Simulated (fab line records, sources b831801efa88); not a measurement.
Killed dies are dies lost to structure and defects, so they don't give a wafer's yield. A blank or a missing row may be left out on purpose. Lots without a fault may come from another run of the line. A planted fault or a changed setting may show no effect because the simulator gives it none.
A struck lot beside a sound one | flow sky130 | 18 steps out of a route of 708
Sound: wafers L964.1, L964.5, L964.6. Struck: wafers L954.2, L954.3. (L954.4 of the same lot was not struck and is left out.) The cause comes at the end.
At each step with rows: each side's tool, then ch and its chambers, then its first start. Under that, the readings that differ: sound wafers | struck wafers | difference of the means | sigmas: that difference in standard deviations of wafers without a fault.
alike: readings whose means differ by less than 2 such deviations, and words and numbers that are the same on both sides. not compared: withheld readings, readings that some wafer has no value for, bounds like >300 that may hide the same value, and numbers for which the record gives no deviation and whose values overlap.
The two part at a step that has a row with sigmas, a row that says differs or no value, or rows on one side only. Numbers that don't overlap but have no deviation are shown without sigmas and don't part them. A reading that every wafer of one side lacks parts them only if that side has two wafers or more.

first, 3 steps without rows for these wafers: SKY_VIA1_EXPOSE_09 (exposes mask VIM, target cd 150 nm); SKY_VIA1_PEB_10; SKY_VIA1_DEVELOP_11 (develop time 60 s).
SKY_VIA1_CD_MEAS_12: target cd 150 nm.
  sound on cd_sem-01, day 39 07:38; struck on cd_sem-02, day 35 22:34
  alike: cd_nm
SKY_VIA1_OVL_MEAS_13:
  sound on overlay-02, day 39 07:45; struck on overlay-01, day 35 22:41
  alike: VIA1_OVL
SKY_VIA1_ETCH_14: etches BARC in N2/H2, stops on SiO2, time 45.9 s, target depth 60 nm.
  sound on rie_diel-02 ch 0,2,3, day 39 07:47; struck on rie_diel-04 ch 0,2, day 35 22:43
  alike: drypump_motor_current_A, oes_product_au, throttle_valve_pct
  not compared: rf_hours_counter_h
SKY_VIA1_ETCH_15: etches SiO2 in C4F8/O2/Ar, stops on TiN, target depth 351 nm, time 54 s.
  sound on rie_diel-02 ch 0,2,3, day 39 07:50; struck on rie_diel-04 ch 0,2, day 35 22:45
  alike: oes_product_au
  not compared: rf_hours_counter_h
SKY_VIA1_STRIP_16: strips in O2/N2.
  sound on plasma_asher-03 ch 0,1, day 39 07:53; struck on plasma_asher-03 ch 0,1, day 35 22:48
  alike: drypump_motor_current_A, oes_product_au, strip_time_to_endpoint_s
  not compared: rf_hours_counter_h
then, 3 steps without rows for these wafers: SKY_VIA1_STRIP_17 (strips in post etch residue remover, time 1200 s); SKY_VIA1_CLEAN_18 (cleans in IPA, time 180 s); SKY_VIA1_CLEAN_19 (cleans in O3/DIW).
SKY_VIA1_SPUTTER_20: material TiN, target thk 20 nm, time 80 s.
  sound on pvd_sputter-01, day 39 08:29; struck on pvd_sputter-01, day 35 23:24
  alike: cathode_dc_power_W, throttle_valve_pct
SKY_VIA1_CVD_21: deposits W, target thk 270 nm, time 80.902 s.
  sound on cvd_w-02 ch 0,1, day 39 08:32; struck on cvd_w-01 ch 0, day 35 23:28
  reading                            | sound           | struck      | difference | sigmas
  model.W_of_VIA1_CVD_21.thk_nm (nm) | 273.5 272 272.9 | 153.3 155.4 | -118.4     |
  alike: heater_power_w
SKY_VIA1_RS_MEAS_22: measures by four-point-probe.
  sound on film_metro-03, day 39 08:38; struck on film_metro-04, day 35 23:52
  reading            | sound             | struck      | difference | sigmas
  VIA1_W_RS (ohm/sq) | 0.421 0.422 0.421 | 0.760 0.748 | +0.333     | +81
  not compared: hold
SKY_VIA1_THK_MEAS_23: measures by xrf.
  sound on film_metro-03, day 39 08:45; struck on film_metro-04, day 36 02:44
  reading         | sound             | struck      | difference | sigmas
  VIA1_W_THK (nm) | 273.7 273.5 275.3 | 153.7 156.0 | -119.3     | -41
  not compared: hold
SKY_VIA1_CMP_24: polishes, stops on SiO2, t overpolish 15 s, target thk 0 nm.
  sound on cmp-01 ch 1,2,3, day 39 09:11; struck on cmp-02 ch 1,3, day 36 04:58
  reading                | sound    | struck                                            | difference                   | sigmas
  hold                   | - - -    | await_dispo/2.0h/release await_dispo/2.0h/release | no value on the sound wafers |
  time_to_endpoint_s (s) | 70 70 67 | 35 35                                             | -34                          | -11
  alike: motor_current_A, slurry_flow_ml_min
SKY_METAL2_SPUTTER_00: material Ti, target thk 15 nm, time 10 s.
  sound on pvd_sputter-03, day 39 09:23; struck on pvd_sputter-02, day 36 07:29
  alike: cathode_dc_power_W, throttle_valve_pct
then, 1 step without rows for these wafers: SKY_PAD_OPEN_PROBE_99.

WHERE THEY PART
First at SKY_VIA1_RS_MEAS_22; last, within this record, at SKY_VIA1_CMP_24. Later steps at which nothing parts them and some readings are alike: SKY_METAL2_SPUTTER_00.

WHY: what the simulator had put in
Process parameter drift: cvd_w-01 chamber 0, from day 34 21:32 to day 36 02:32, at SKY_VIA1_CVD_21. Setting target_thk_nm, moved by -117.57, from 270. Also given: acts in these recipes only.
